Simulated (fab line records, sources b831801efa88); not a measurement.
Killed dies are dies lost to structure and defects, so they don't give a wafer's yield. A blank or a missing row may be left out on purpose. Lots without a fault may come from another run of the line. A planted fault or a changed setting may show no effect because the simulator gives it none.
Problem report in the 8D (eight disciplines) form, filled by code | flow sky130 | the parts of the form that need people (team, actions taken, sign-off) are left out

1. THE PROBLEM
run_length_s at SKY_VT_ADJUST_HVTP_SOFTBAKE_03 reads a mean of 107.26 s on 6 wafers of 2 lots; wafers without a fault read 89.19 s with a standard deviation of 0.25. That is +72 standard deviations from the usual mean.
The step: time 60 s.
First seen on wafer L427.1, day 10 07:56, on litho_track-03. The record holds 42 wafers of 14 lots with a number at this step. Rule for "out", or "out of limits": more than 4 standard deviations from the usual mean. The other wafers with a number count as sound.

2. WHAT IT IS AND WHAT IT IS NOT
question                    | is                     | is not
which readings at this step | run_length_s           | -
which lots                  | L427, L431             | L409, L410, L411, L412, L414, L415, L416, L418, L420, L422, L426, L432
which wafers of those lots  | all that have a number | -
read on which tools         | litho_track-03         | litho_track-02, litho_track-04
when                        | from day 10 07:56      | up to then (33 sound wafers); but 3 sound wafers of L432 came after

3. SUSPECTS, AND WHAT RULES EACH OUT
Counting: a tool at a process step up to the reading stays a suspect if it ran every lot that is out and no sound lot after the first of them.
- litho_track-03 at SKY_VT_ADJUST_HVTP_SOFTBAKE_03 (time 60 s): kept. It ran every lot that is out, first L427 (day 10 07:56), and no sound lot after that; its last sound lot up to then is L426 (day 10 01:58). Its own readings are out on those wafers: run_length_s.
Left after counting: litho_track-03 at SKY_VT_ADJUST_HVTP_SOFTBAKE_03.

4. THE CAUSE (what the simulator had put in)
Process parameter drift: litho_track-03, from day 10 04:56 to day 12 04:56, at SKY_VT_ADJUST_HVTP_SOFTBAKE_03. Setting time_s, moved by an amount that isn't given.
Counting left only this tool.

5. THE CHAIN OF EFFECTS, in route order
Each row: a reading whose mean over the struck wafers that have a number lies more than 3 standard deviations from the usual. Only readings for which the record gives a usual standard deviation are gone through. hours: the time from each lot's start at the first step in this table that gives one to its start at this step, as a median over the lots. sigmas: the change in usual standard deviations.
hours | step                           | reading      | usual   | on struck wafers | change | sigmas
0     | SKY_VT_ADJUST_HVTP_SOFTBAKE_03 | run_length_s | 89.19 s | 107.26           | +18.07 | +72
The process steps in it:
- SKY_VT_ADJUST_HVTP_SOFTBAKE_03: time 60 s.
Later measuring or inspecting steps at which every struck wafer that the step has a row for has a number for every such reading, and none has moved that far: SKY_SD_N_CD_MEAS_07, SKY_LOCAL_INTERCONNECT_CD_MEAS_11.

6. WHAT WOULD HAVE CAUGHT IT SOONER
In this record the first reading out of limits was taken at day 10 07:56, 3 hours after the fault began at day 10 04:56.
